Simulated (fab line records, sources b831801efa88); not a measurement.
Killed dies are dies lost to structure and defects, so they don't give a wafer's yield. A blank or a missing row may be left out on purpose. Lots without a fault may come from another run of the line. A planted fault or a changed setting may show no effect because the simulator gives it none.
One fault seen from 2 desks | flow sky130 | each desk has only its own numbers; what lay behind them comes last

THE METROLOGY DESK
What the gauges read, lot by lot, whatever tool the lot ran on: means of the sampled wafers that have a number. A lot is out of limits, marked OUT, if its mean lies more than 4 standard deviations from the usual mean; the brackets give that distance.
Columns: A = FIELD_ISO_CVD_03_THK at SKY_FIELD_ISO_THK_MEAS_04, usual 164.4 nm; B = NWELL_01_OVL at SKY_NWELL_OVL_MEAS_23, usual -0.5 nm
lot  | first seen here | A     | B
L101 | day 1 20:34     | 162.3 | -0.7
L102 | day 2 02:41     | 165.0 | -2.1
L103 | day 2 06:47     | 163.3 | -2.2
L104 | day 2 11:31     | 163.4 | -2.0
L105 | day 2 14:31     | 165.5 | 1.0
L106 | day 2 21:46     | 165.5 | 0.5
L107 | day 3 01:49     | 163.6 | -0.2
L110 | day 3 16:26     | 165.7 | -1.3
L111 | day 3 21:27     | 165.2 | 0.3
L117 | day 5 03:23     | 162.3 | 0.5
L119 | day 5 14:00     | 162.0 | 0.8
L121 | day 5 22:29     | 166.5 | -0.4
This desk's finding: nothing out of limits on any of the 12 lots.

THE TOOL OWNER'S DESK: rie_si-01
The tool's own readings at SKY_FIELD_ISO_ETCH_17 (etches Si in HBr/Cl2/O2, target depth 342 nm, time 97.7 s): means of the sampled wafers that have a number, for each lot that ran on this tool. A lot is out of limits, marked OUT, if its mean lies more than 4 standard deviations from the usual mean; the brackets give that distance.
Columns: A = bias_w at SKY_FIELD_ISO_ETCH_17, usual 150.0 W; B = drypump_motor_current_A at SKY_FIELD_ISO_ETCH_17, usual 5.5 A; C = mfc_cl2_sccm at SKY_FIELD_ISO_ETCH_17, usual 39.99 sccm; D = oes_product_au at SKY_FIELD_ISO_ETCH_17, usual 1.006 a.u.; E = rf_fwd_power_W at SKY_FIELD_ISO_ETCH_17, usual 596.6 W; F = throttle_valve_pct at SKY_FIELD_ISO_ETCH_17, usual 25.653 %
lot  | first seen here | A               | B   | C     | D     | E     | F
L101 | day 2 11:52     | 150.2           | 5.2 | 39.95 | 1.006 | 596.9 | 25.656
L103 | day 2 21:54     | 149.8           | 5.0 | 40.05 | 0.998 | 597.8 | 25.664
L104 | day 3 03:01     | 150.0           | 5.0 | 39.97 | 1.002 | 595.5 | 25.648
L106 | day 3 14:19     | 150.2           | 5.2 | 39.92 | 1.003 | 595.6 | 25.653
L110 | day 4 10:10     | 159.0 (+21) OUT | 5.2 | 39.96 | 1.015 | 596.3 | 25.648
L111 | day 4 14:09     | 159.3 (+21) OUT | 5.1 | 40.03 | 1.010 | 598.1 | 25.648
This desk's finding: out of limits on L110, L111; first on L110, day 4 10:10 (bias_w at SKY_FIELD_ISO_ETCH_17). In limits: L101, L103, L104, L106.

PUT TOGETHER
The tool owner's desk could have raised an alarm at day 4 10:10, on L110, L111.
The metrology desk saw nothing out of limits.
The metrology desk has L110, L111 on record, within its limits.
Of the lots named, all ran SKY_FIELD_ISO_ETCH_17 on rie_si-01.

WHAT THE SIMULATOR HAD PUT IN
Process parameter drift: rie_si-01, from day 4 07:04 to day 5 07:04, at SKY_FIELD_ISO_ETCH_17. Setting bias_w, moved by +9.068, from 150. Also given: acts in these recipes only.
Lots struck among those shown: L110, L111.
Hours from the fault's start to each desk's first reading out of limits: the tool owner's desk, 3.
